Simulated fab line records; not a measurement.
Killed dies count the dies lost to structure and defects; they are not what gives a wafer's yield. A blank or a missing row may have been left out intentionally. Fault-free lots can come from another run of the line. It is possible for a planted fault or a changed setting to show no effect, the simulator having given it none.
Matching of chambers || flow sky130 || SKY_VIA3_CMP_02 on cmp-01 has 4 sister chambers
The step polishes SiO2. 4 wafers are shown with their chamber, then 9 later ones without.

## WAFERS, EACH WITH ITS CHAMBER
{"wafer": "L080.2", "chamber": 0, "motor_current_A (A)": 12.9}
{"wafer": "L086.1", "chamber": 3, "motor_current_A (A)": 11.8}
{"wafer": "L086.3", "chamber": 1, "motor_current_A (A)": 11.3}
{"wafer": "L086.4", "chamber": 2, "motor_current_A (A)": 12.8}

## WAFERS WHOSE CHAMBER IS MISSING
{"wafer": "L091.2", "motor_current_A (A)": 12.9}
{"wafer": "L091.4", "motor_current_A (A)": 11.8}
{"wafer": "L091.6", "motor_current_A (A)": 11.2}
{"wafer": "L093.2", "motor_current_A (A)": 12.3}
{"wafer": "L093.3", "motor_current_A (A)": 12.0}
{"wafer": "L093.5", "motor_current_A (A)": 10.8}
{"wafer": "L096.1", "motor_current_A (A)": 11.2}
{"wafer": "L096.2", "motor_current_A (A)": 12.4}
{"wafer": "L096.3", "motor_current_A (A)": 12.4}

## THE CHAMBER EACH PASSED THROUGH
{"wafer": "L091.2", "from the rows above": "can't be placed: 0 or 2", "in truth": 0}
{"wafer": "L091.4", "from the rows above": "can't be placed: 3 or 1", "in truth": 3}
{"wafer": "L091.6", "from the rows above": "can't be placed: 1 or 3", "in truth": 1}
{"wafer": "L093.2", "from the rows above": "can't be placed: 2 or 3 or 0 or 1", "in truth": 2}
{"wafer": "L093.3", "from the rows above": "can't be placed: 3 or 1 or 2", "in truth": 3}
{"wafer": "L093.5", "from the rows above": "can't be placed: 1 or 3", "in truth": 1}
{"wafer": "L096.1", "from the rows above": "can't be placed: 1 or 3", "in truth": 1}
{"wafer": "L096.2", "from the rows above": "can't be placed: 2 or 0 or 3", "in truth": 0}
{"wafer": "L096.3", "from the rows above": "can't be placed: 2 or 0 or 3", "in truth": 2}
Placed correctly: 0 of 9. From these rows, 9 cannot be placed; in 9 the true chamber is one of the candidates. 0 placed wrongly.
How it was worked out, from the rows above alone: a wafer's distance from a chamber is the root of the sum, over the readings, of the square of ((its reading less the chamber's mean) divided by the reading's scatter). If the next closest chamber is less than 2 further off than the closest, the wafer can't be placed; otherwise it belongs to the closest. For every chamber, the mean is computed from those of its wafers that are shown. The scatter: root of mean squared gap, hidden wafer to nearest shown wafer, with one shown wafer a chamber.
